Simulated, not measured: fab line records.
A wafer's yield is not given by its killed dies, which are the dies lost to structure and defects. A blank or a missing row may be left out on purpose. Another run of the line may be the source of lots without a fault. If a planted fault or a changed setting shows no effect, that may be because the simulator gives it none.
Which tool was responsible? | flow sky130 | at 1 step of a route of 708, 12 lots with 36 wafers sampled

## WHAT EACH GAUGE READ, for each wafer
SKY_FIELD_ISO_THK_MEAS_25.
lot  | measured    | on           | FIELD_ISO_CVD_24_THK (nm)
L075 | day 2 12:48 | filmMetro-03 | 598 602 599
L077 | day 2 22:46 | filmMetro-02 | 603 605 600
L079 | day 3 11:02 | filmMetro-02 | 594 598 597
L081 | day 3 20:05 | filmMetro-02 | 599 601 599
L083 | day 4 10:46 | filmMetro-01 | 598 607 598
L085 | day 4 17:18 | filmMetro-02 | 607 599 606
L087 | day 5 08:44 | filmMetro-03 | 596 599 602
L090 | day 5 21:07 | filmMetro-02 | 590 590 591
L091 | day 6 06:59 | filmMetro-01 | 604 598 601
L094 | day 6 16:25 | filmMetro-02 | 594 582 587
L095 | day 7 06:01 | filmMetro-02 | 596 613 601
L097 | day 7 10:17 | filmMetro-03 | 600 599 595

## WHAT TOOL EACH LOT RAN ON (gives the tool, then ch and the chambers of the sampled wafers, and finally the start)
No process step before these readings appears in the record.

## THE ANSWER, worked out from the rows above alone
Rule: the lots themselves supply what counts as usual. Put in order of their means at a reading, lots are off if they are a third of the lots or fewer, leave a main group of 4 or more, and stand apart from it by a gap of 3 or more times the standard deviation of the main group's means; of several such gaps the widest counts. Not used: any main group whose means are identical at the precision the tables above print for the reading. A lot without any number at a reading at which 4 lots or more have one is off too. Where the step has rows for the other lots, those lots are counted as sound.
Across all readings shown, no lot is off: no conclusion can be drawn from this.

## WHAT THE SIMULATOR PUT IN
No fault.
